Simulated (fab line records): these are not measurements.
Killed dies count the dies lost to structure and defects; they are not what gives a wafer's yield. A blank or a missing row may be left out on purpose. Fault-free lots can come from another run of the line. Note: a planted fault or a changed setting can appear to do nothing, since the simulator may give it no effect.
Struck lot and sound lot, side by side + flow sky130 + 16 steps out of a route of 708
Sound: the wafers L100.1, L100.3, L100.5. Wafers L103.3, L103.5, L103.6 were the ones struck. The cause is given at the end.
At each step with rows: each side's tool, then ch and its chambers, then its first start. Under that, the readings that differ: sound wafers + struck wafers + difference of the means + sigmas: that difference in standard deviations of wafers without a fault.
alike: readings whose means differ by less than 2 such deviations, and words and numbers that are the same on both sides. not compared: withheld readings, readings that some wafer has no value for, bounds like >300 that may hide the same value, and numbers for which the record gives no deviation and whose values overlap.
The two part at a step that has a row with sigmas, a row that says differs or no value, or rows on one side only. Numbers that have no deviation but don't overlap get no sigmas and don't part them. A reading that every wafer of one side lacks parts them only if that side has two wafers or more.

first, 3 steps without rows for these wafers: SKY_FIELD_ISO_EXPOSE_10 (exposes mask FOM, target cd 150 nm); SKY_FIELD_ISO_PEB_11; SKY_FIELD_ISO_DEVELOP_12 (develop time 60 s).
SKY_FIELD_ISO_CD_MEAS_13: target cd 150 nm.
  sound: cdSem-01 at day 4 10:31; struck: cdSem-02 at day 5 03:09
  alike: cdNm
SKY_FIELD_ISO_ETCH_14: etches BARC in N2/H2, stops on SiO2, time 45.9 s, target depth 60 nm.
  sound on rieDiel-03 ch 0,1,3, day 4 10:38; struck on rieDiel-01 ch 0,3, day 5 03:14
  alike: biasW, drypumpMotorCurrentA, n2FlowSccm, oesProductAu, throttleValvePct
  not compared: rfHoursCounterH
SKY_FIELD_ISO_ETCH_15: etches the open film in CHF3/O2, stops on Si, target depth 180 nm, time 72 s.
  sound on rieDiel-03 ch 0,1,3, day 4 10:41; struck on rieDiel-01 ch 0,3, day 5 03:16
  alike: biasW, chf3FlowSccm, drypumpMotorCurrentA, oesProductAu, throttleValvePct
  not compared: rfHoursCounterH
SKY_FIELD_ISO_STRIP_16: strips in O2/N2.
  sound on plasmaAsher-03 ch 0,1, day 4 10:44; struck on plasmaAsher-02 ch 0,1, day 5 03:22
  alike: drypumpMotorCurrentA, n2FlowSccm, oesProductAu, stripTimeToEndpointS
  not compared: rfHoursCounterH
SKY_FIELD_ISO_ETCH_17: etches Si in HBr/Cl2/O2, target depth 342 nm, time 97.7 s.
  sound on rieSi-02 ch 0,3, day 4 10:50; struck on rieSi-02 ch 0,3, day 5 03:26
  alike: biasW, drypumpMotorCurrentA, oesProductAu, throttleValvePct
  not compared: rfHoursCounterH
then, 4 steps without rows for these wafers: SKY_FIELD_ISO_WET_ETCH_18 (etches Si3N4 in H3PO4, target depth 25 nm, time 286 s); SKY_FIELD_ISO_CLEAN_19 (cleans in SC1/SC2, time 150 s); SKY_FIELD_ISO_CLEAN_20 (cleans in dHF, time 19.71 s); SKY_FIELD_ISO_WET_ETCH_21 (etches SiO2 in dHF, target depth 20 nm, time 400 s).
SKY_FIELD_ISO_OXIDATION_22: stabilise 600 s, purge 300 s, target thk 10 nm.
  sound on furnace-02 ch 0, day 4 12:44; struck on furnace-02 ch 0, day 5 04:27
| reading                                         | sound            | struck            | difference | sigmas |
|-------------------------------------------------|------------------|-------------------|------------|--------|
| model.SiO2_of_FIELD_ISO_OXIDATION_22.thkNm (nm) | 10.01 10.1 9.813 | 4.433 4.449 4.367 | -5.558     |        |
  alike: spikeTcTopC, spikeTcUpperC
SKY_FIELD_ISO_THK_MEAS_23:
  sound: filmMetro-01 at day 4 13:54; struck: filmMetro-03 at day 5 05:38
| reading                         | sound           | struck         | difference | sigmas |
|---------------------------------|-----------------|----------------|------------|--------|
| FIELD_ISO_OXIDATION_01_THK (nm) | 9.99 10.14 9.82 | 4.43 4.41 4.41 | -5.57      | -27    |
then, 1 step without rows for these wafers: SKY_FIELD_ISO_CVD_24 (deposits SiO2, target thk 595 nm, time 99.2 s).
-- here the record skips 45 days between the struck wafers' starts before and after, leaving off in module FIELD_ISO and picking up in module PAD_OPEN (first step shown: number 708 of the route) --
SKY_PAD_OPEN_PROBE_99:
  sound: prober-01 at day 48 10:37; struck: prober-02 at day 49 23:17
| reading                                     | sound                | struck               | difference | sigmas |
|---------------------------------------------|----------------------|----------------------|------------|--------|
| model.etest.diodeNdiffFingers.leakLog10ACm2 | -6.676 -6.406 -6.398 | -6.279 -6.239 -6.176 | +0.262     |        |
| model.etest.diodePdiffFingers.leakLog10ACm2 | -6.503 -6.595 -6.537 | -6.106 -6.112 -6.389 | +0.343     |        |
| model.etest.nfet_01v8.offLog10AUm           | -13.26 -13.31 -13.3  | -13.21 -13.18 -13.2  | +0.09      |        |
  alike: killed_at_M0_to_M3, killed_at_M4_up, killedAtContacts, killedAtFrontEnd, killedAtOther, killedDies, killedOpen, killedShort
  not compared: model.etest.sramNfetPass.offLog10AUm

WHERE THEY PART
SKY_FIELD_ISO_THK_MEAS_23 only, going by this record. Later steps at which nothing parts them and some readings are alike: SKY_PAD_OPEN_PROBE_99.

WHY: whatever the simulator had introduced
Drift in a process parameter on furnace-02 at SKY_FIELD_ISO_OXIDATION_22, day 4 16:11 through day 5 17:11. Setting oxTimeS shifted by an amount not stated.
